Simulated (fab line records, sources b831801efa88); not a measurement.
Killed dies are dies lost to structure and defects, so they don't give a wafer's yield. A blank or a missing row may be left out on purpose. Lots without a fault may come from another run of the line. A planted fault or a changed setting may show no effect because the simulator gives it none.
Which tool did it? | flow gf180mcu | 12 lots, 35 wafers sampled, at 3 steps of a route of 602

WHAT THE GAUGES READ, wafer by wafer
GF_MVPSD_OVL_MEAS_07. Usual: MVPSD_OVL -0.1 nm, standard deviation 1.6.
lot  | measured     | on         | MVPSD_OVL (nm) | flag
L299 | day 5 11:59  | overlay-02 | -0.8 1.6 1.2   |
L300 | day 6 00:29  | overlay-01 | 0.1 -0.2 1.4   |
L301 | day 6 00:35  | overlay-02 | 1.7 0.2 0.8    |
L302 | day 6 09:29  | overlay-02 | -0.5 -1.0 0.1  |
L305 | day 6 19:50  | overlay-02 | 2.6 1.4 -1.4   |
L306 | day 7 03:47  | overlay-02 | 1.8 -0.5       |
L310 | day 8 02:49  | overlay-02 | -1.5 0.1 -0.3  |
L314 | day 8 23:41  | overlay-02 | 1.6 2.5 1.8    |
L315 | day 9 07:29  | overlay-01 | 0.7 1.6 1.3    |
L316 | day 9 13:42  | overlay-01 | 0.1 0.0 0.0    |
L317 | day 9 19:02  | overlay-02 | 1.8 1.9 1.2    |
L320 | day 10 12:14 | overlay-02 | -1.2 -1.6 -0.2 |

WHICH TOOL RAN EACH LOT (tool, then ch and the chambers of the sampled wafers, then the start)
lot  | GF_MVSD_STRIP_10                    | GF_MVPSD_COAT_02
L299 | plasma_asher-01 ch 0,1, day 4 22:13 | litho_track-04 ch 0, day 5 04:46
L300 | plasma_asher-03 ch 0,1, day 5 10:25 | litho_track-03 ch 0, day 5 17:02
L301 | plasma_asher-01 ch 0,1, day 5 10:43 | litho_track-04 ch 0, day 5 17:08
L302 | plasma_asher-01 ch 0,1, day 5 18:11 | litho_track-04 ch 0, day 6 01:38
L305 | plasma_asher-02 ch 0,1, day 6 04:48 | litho_track-04 ch 0, day 6 12:14
L306 | plasma_asher-01 ch 0,1, day 6 12:22 | litho_track-04 ch 0, day 6 19:35
L310 | plasma_asher-02 ch 0,1, day 7 10:12 | litho_track-04 ch 0, day 7 18:22
L314 | plasma_asher-01 ch 0,1, day 8 07:13 | litho_track-03 ch 0, day 8 15:35
L315 | plasma_asher-01 ch 0,1, day 8 13:37 | litho_track-02 ch 0, day 8 22:05
L316 | plasma_asher-01 ch 0,1, day 8 19:54 | litho_track-02 ch 0, day 9 04:36
L317 | plasma_asher-01 ch 0,1, day 9 01:07 | litho_track-02 ch 0, day 9 10:11
L320 | plasma_asher-03 ch 0,1, day 9 18:28 | litho_track-04 ch 0, day 10 03:10
- GF_MVSD_STRIP_10: strips in O2/N2.
- GF_MVPSD_COAT_02: resist thk 3000 nm.

WHAT THE TOOLS THEMSELVES READ (means of the sampled wafers that have a number; where no wafer has one, the mark that the record gives instead)
GF_MVSD_STRIP_10. Usual: drypump_motor_current_A 6.2 A, standard deviation 0.38; heater_power_w 337 W, standard deviation 22; o2_flow_sccm 3001 sccm, standard deviation 8.8; oes_product_au 0.723 a.u., standard deviation 0.0046; strip_time_to_endpoint_s 36.93 s, standard deviation 0.1.
lot  | tool            | drypump_motor_current_A (A) | heater_power_w (W) | o2_flow_sccm (sccm) | oes_product_au (a.u.) | strip_time_to_endpoint_s (s) | flag
L299 | plasma_asher-01 | 6.2                         | 332                | 2994                | 0.727                 | 36.96                        |
L300 | plasma_asher-03 | 6.6                         | 334                | 3000                | 0.721                 | 36.91                        |
L301 | plasma_asher-01 | 6.3                         | 332                | 2998                | 0.722                 | 36.99                        |
L302 | plasma_asher-01 | 6.2                         | 327                | 2995                | 0.718                 | 36.86                        |
L305 | plasma_asher-02 | 5.7                         | 358                | 3013                | 0.717                 | 36.98                        |
L306 | plasma_asher-01 | 6.2                         | 342                | 3012                | 0.726                 | 37.03                        |
L310 | plasma_asher-02 | 5.7                         | 340                | 3000                | 0.720                 | 36.82                        |
L314 | plasma_asher-01 | 6.2                         | 329                | 3006                | 0.725                 | 36.89                        |
L315 | plasma_asher-01 | 6.2                         | 330                | 3000                | 0.724                 | 36.95                        |
L316 | plasma_asher-01 | 6.3                         | 342                | 3005                | 0.718                 | 36.87                        |
L317 | plasma_asher-01 | 6.3                         | 330                | 3001                | 0.721                 | 36.79                        |
L320 | plasma_asher-03 | 6.7                         | 322                | 3002                | 0.723                 | 36.74                        |

GF_MVPSD_COAT_02. Usual: dispense_pressure_kPa 46.3 kPa, standard deviation 2.5; exhaust_pa 45.0 Pa, standard deviation 0.88.
lot  | tool           | dispense_pressure_kPa (kPa) | exhaust_pa (Pa) | flag
L299 | litho_track-04 | 48.1                        | 45.9            |
L300 | litho_track-03 | 42.5                        | 43.7            |
L301 | litho_track-04 | 48.1                        | 44.4            |
L302 | litho_track-04 | 48.1                        | 45.3            |
L305 | litho_track-04 | 48.1                        | 44.5            |
L306 | litho_track-04 | 48.1                        | 46.1            |
L310 | litho_track-04 | 48.1                        | 44.2            |
L314 | litho_track-03 | 42.5                        | 44.5            |
L315 | litho_track-02 | 47.6                        | 44.4            |
L316 | litho_track-02 | 47.6                        | 44.3            |
L317 | litho_track-02 | 47.6                        | 44.9            |
L320 | litho_track-04 | 48.1                        | 45.1            |

THE ANSWER, worked out from the rows above alone
Rule: a lot is off if the mean of its wafers that have a number lies more than 3 standard deviations from the usual mean. A lot without any number at a reading at which 4 lots or more have one is off too. The other lots that the step has rows for count as sound. The gauges are gone through in route order, then the tools' own readings, and for those a lot's mean is taken as printed above. The first step at which some lot is off is used, and at that step the reading that is off furthest; a lot without a number counts as furthest.
No lot is off at any reading shown: from this, nothing can be told.

WHAT THE SIMULATOR HAD PUT IN
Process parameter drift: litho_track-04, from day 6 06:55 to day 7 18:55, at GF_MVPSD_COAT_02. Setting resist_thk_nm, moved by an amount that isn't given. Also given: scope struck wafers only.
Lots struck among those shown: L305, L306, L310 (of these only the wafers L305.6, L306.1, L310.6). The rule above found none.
